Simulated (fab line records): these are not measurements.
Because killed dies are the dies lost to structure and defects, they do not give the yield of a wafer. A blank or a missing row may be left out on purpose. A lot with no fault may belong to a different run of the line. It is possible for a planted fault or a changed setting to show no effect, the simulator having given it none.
Matching of chambers | flow sky130 | SKY_VIA2_ETCH_14 on rie diel-01 has 4 sister chambers
The step etches BARC in N2/H2, stops on SiO2, time 45.9 s, target depth 60 nm. 4 wafers are shown with their chamber, then 11 later ones without.

WAFERS PAIRED WITH THEIR CHAMBERS
wafer  | chamber | drypump motor current A (A)
L555.4 | 1       | 6.4
L556.2 | 3       | 6.6
L556.4 | 0       | 6.1
L557.2 | 2       | 6.2

WAFERS WITH NO CHAMBER GIVEN
wafer  | drypump motor current A (A)
L557.3 | 6.4
L557.6 | 6.7
L558.2 | 6.2
L558.3 | 6.1
L558.5 | 6.1
L559.1 | 6.4
L559.3 | 6.7
L559.5 | 6.6
L561.2 | 6.2
L561.4 | 6.1
L561.5 | 6.4

WHICH CHAMBER EACH ONE RAN IN
wafer  | from the rows above | in truth
L557.3 | 1                   | 1
L557.6 | 3                   | 3
L558.2 | 2                   | 2
L558.3 | 0                   | 0
L558.5 | 0                   | 0
L559.1 | 1                   | 1
L559.3 | 3                   | 3
L559.5 | 3                   | 3
L561.2 | 2                   | 2
L561.4 | 0                   | 0
L561.5 | 1                   | 1
Correct placement for 11 of the 11. Left unplaced by these rows: 0. Number placed wrongly: 0.
How it was worked out, from the rows above alone: a wafer's distance from a chamber is the root of the sum, over the readings, of the square of ((its reading less the chamber's mean) divided by the reading's scatter). The wafer belongs to the nearest chamber; if the next one is less than 2 further off, it can't be placed. A chamber's mean is the mean of its shown wafers. The scatter: root of mean squared gap, hidden wafer to nearest shown wafer, with one shown wafer a chamber.
